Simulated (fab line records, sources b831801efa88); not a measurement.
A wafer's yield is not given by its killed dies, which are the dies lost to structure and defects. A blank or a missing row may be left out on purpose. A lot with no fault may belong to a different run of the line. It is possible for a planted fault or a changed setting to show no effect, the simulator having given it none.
Shared-tool check :: flow gf180mcu :: 12 lots and 42 wafers in the sample

WHY IT WAS OPENED
On 2 of the 12 lots, a flag is raised at GF_TOP_METAL_CD_MEAS_14 on the reading cdNm. Wafers without a fault read 438.6 nm, standard deviation 2.5.
Rule: flag the lot when none of its wafers has a number, or when each of its wafers that has one lies beyond 4 standard deviations from that mean. The other lots count as sound.

lot: L134
measured: day 28 09:17
on: cdSem-02
cdNm (nm), wafer by wafer: 436.5 433.6 432.5
flag: 

lot: L136
measured: day 28 20:59
on: cdSem-01
cdNm (nm), wafer by wafer: 439.8 439.5 440.0
flag: 

lot: L137
measured: day 29 08:44
on: cdSem-02
cdNm (nm), wafer by wafer: 442.6 440.9 441.6
flag: 

lot: L141
measured: day 30 12:22
on: cdSem-02
cdNm (nm), wafer by wafer: 440.7 441.3 441.3
flag: 

lot: L143
measured: day 30 23:17
on: cdSem-01
cdNm (nm), wafer by wafer: 444.1 441.5 442.2
flag: 

lot: L144
measured: day 31 16:06
on: cdSem-01
cdNm (nm), wafer by wafer: 443.1 441.4 441.9
flag: 

lot: L148
measured: day 32 11:24
on: cdSem-01
cdNm (nm), wafer by wafer: 440.6 439.9 442.7
flag: 

lot: L152
measured: day 33 08:11
on: cdSem-02
cdNm (nm), wafer by wafer: 440.7 438.2 438.6
flag: 

lot: L153
measured: day 33 10:18
on: cdSem-02
cdNm (nm), wafer by wafer: 415.2 414.4 414.6 415.2 414.4 415.1
flag: FLAGGED

lot: L154
measured: day 33 16:08
on: cdSem-02
cdNm (nm), wafer by wafer: 412.3 413.4 413.2 412.3 413.2 413.0
flag: FLAGGED

lot: L155
measured: day 33 23:28
on: cdSem-02
cdNm (nm), wafer by wafer: 438.1 439.1 436.5
flag: 

lot: L156
measured: day 34 04:07
on: cdSem-01
cdNm (nm), wafer by wafer: 435.5 435.8 435.7
flag: 
Average over the flagged lots: 413.9 nm; offset from the usual -24.7 nm, equal to -10 standard deviations.

EACH LOT AND THE TOOL IT RAN ON
2 process steps preceding the reading are held in the record, out of 602 steps in the route. Every cell lists first the tool, next ch and the chambers used by the sampled wafers, and last the start.
lot: L134
flag: 
GF_V4_SPUTTER_21: pvdSputter-02, day 24 19:13
GF_TOP_METAL_EXPOSE_11: ilineStepper-02 ch 0, day 27 23:46

lot: L136
flag: 
GF_V4_SPUTTER_21: pvdSputter-01, day 25 08:03
GF_TOP_METAL_EXPOSE_11: ilineStepper-01 ch 0, day 28 12:00

lot: L137
flag: 
GF_V4_SPUTTER_21: pvdSputter-01, day 25 19:55
GF_TOP_METAL_EXPOSE_11: ilineStepper-02 ch 0, day 28 23:01

lot: L141
flag: 
GF_V4_SPUTTER_21: pvdSputter-03, day 27 03:57
GF_TOP_METAL_EXPOSE_11: ilineStepper-01 ch 0, day 30 03:29

lot: L143
flag: 
GF_V4_SPUTTER_21: pvdSputter-02, day 27 15:31
GF_TOP_METAL_EXPOSE_11: ilineStepper-01 ch 0, day 30 14:33

lot: L144
flag: 
GF_V4_SPUTTER_21: pvdSputter-03, day 28 10:01
GF_TOP_METAL_EXPOSE_11: ilineStepper-02 ch 0, day 31 07:34

lot: L148
flag: 
GF_V4_SPUTTER_21: pvdSputter-01, day 29 07:47
GF_TOP_METAL_EXPOSE_11: ilineStepper-01 ch 0, day 32 02:59

lot: L152
flag: 
GF_V4_SPUTTER_21: pvdSputter-02, day 30 08:21
GF_TOP_METAL_EXPOSE_11: ilineStepper-01 ch 0, day 33 00:41

lot: L153
flag: FLAGGED
GF_V4_SPUTTER_21: pvdSputter-01, day 30 11:01
GF_TOP_METAL_EXPOSE_11: ilineStepper-02 ch 0, day 33 02:43

lot: L154
flag: FLAGGED
GF_V4_SPUTTER_21: pvdSputter-01, day 30 18:57
GF_TOP_METAL_EXPOSE_11: ilineStepper-02 ch 0, day 33 09:05

lot: L155
flag: 
GF_V4_SPUTTER_21: pvdSputter-02, day 31 01:19
GF_TOP_METAL_EXPOSE_11: ilineStepper-01 ch 0, day 33 16:04

lot: L156
flag: 
GF_V4_SPUTTER_21: pvdSputter-01, day 31 08:34
GF_TOP_METAL_EXPOSE_11: ilineStepper-01 ch 0, day 33 21:15
What the steps here do:
- GF_V4_SPUTTER_21: material Ti, target thk 15 nm, time 80.02 s.
- GF_TOP_METAL_EXPOSE_11: exposes mask MetalTop, target cd 440 nm.
- GF_TOP_METAL_CD_MEAS_14: target cd 440 nm.

FLAGGED AGAINST TOTAL, ONE TOOL AT A TIME (gauges that did the reading follow at the end)
step: GF_V4_SPUTTER_21
tool: pvdSputter-01
lots run: 6
flagged: 2
share of the flagged lots: all
sound lots run after its first flagged lot: 1 (L156)

step: GF_V4_SPUTTER_21
tool: pvdSputter-02
lots run: 4
flagged: 0
share of the flagged lots: none
sound lots run after its first flagged lot: -

step: GF_V4_SPUTTER_21
tool: pvdSputter-03
lots run: 2
flagged: 0
share of the flagged lots: none
sound lots run after its first flagged lot: -

step: GF_TOP_METAL_EXPOSE_11
tool: ilineStepper-01
lots run: 7
flagged: 0
share of the flagged lots: none
sound lots run after its first flagged lot: -

step: GF_TOP_METAL_EXPOSE_11
tool: ilineStepper-02
lots run: 5
flagged: 2
share of the flagged lots: all
sound lots run after its first flagged lot: 0

step: GF_TOP_METAL_CD_MEAS_14
tool: cdSem-01
lots run: 5
flagged: 0
share of the flagged lots: none
sound lots run after its first flagged lot: -

step: GF_TOP_METAL_CD_MEAS_14
tool: cdSem-02
lots run: 7
flagged: 2
share of the flagged lots: all
sound lots run after its first flagged lot: 1 (L155)

WHAT THE TABLE ALLOWS
Every flagged lot was run by 3 rows of the table: pvdSputter-01 at GF_V4_SPUTTER_21, ilineStepper-02 at GF_TOP_METAL_EXPOSE_11 and cdSem-02 at GF_TOP_METAL_CD_MEAS_14.
- pvdSputter-01 at GF_V4_SPUTTER_21 ran 6 lots, 2 of them flagged. Lots that were sound ran on it after the first flagged one (L156); a persistent fault on the entire tool would not allow that.
- ilineStepper-02 at GF_TOP_METAL_EXPOSE_11 ran 5 lots, 2 of them flagged. A fault beginning between L144 (day 31 07:34), its last sound lot, and L153 (day 33 02:43), its first flagged one, fits the data. Its own readings lie more than 4 standard deviations out on every wafer of the flagged lots: exposureDoseMJCm2.
- cdSem-02 at GF_TOP_METAL_CD_MEAS_14 ran 7 lots, 2 of them flagged. Lots that were sound ran on it after the first flagged one (L155); a persistent fault on the entire tool would not allow that.
One tool is left: ilineStepper-02 at GF_TOP_METAL_EXPOSE_11.

WHAT WAS PUT IN BY THE SIMULATOR
Process parameters drifting: ilineStepper-02 at GF_TOP_METAL_EXPOSE_11, beginning at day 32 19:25. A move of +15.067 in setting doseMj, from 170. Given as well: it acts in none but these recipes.
Lots struck among those shown: L153, L154. The same result came from the rule above.
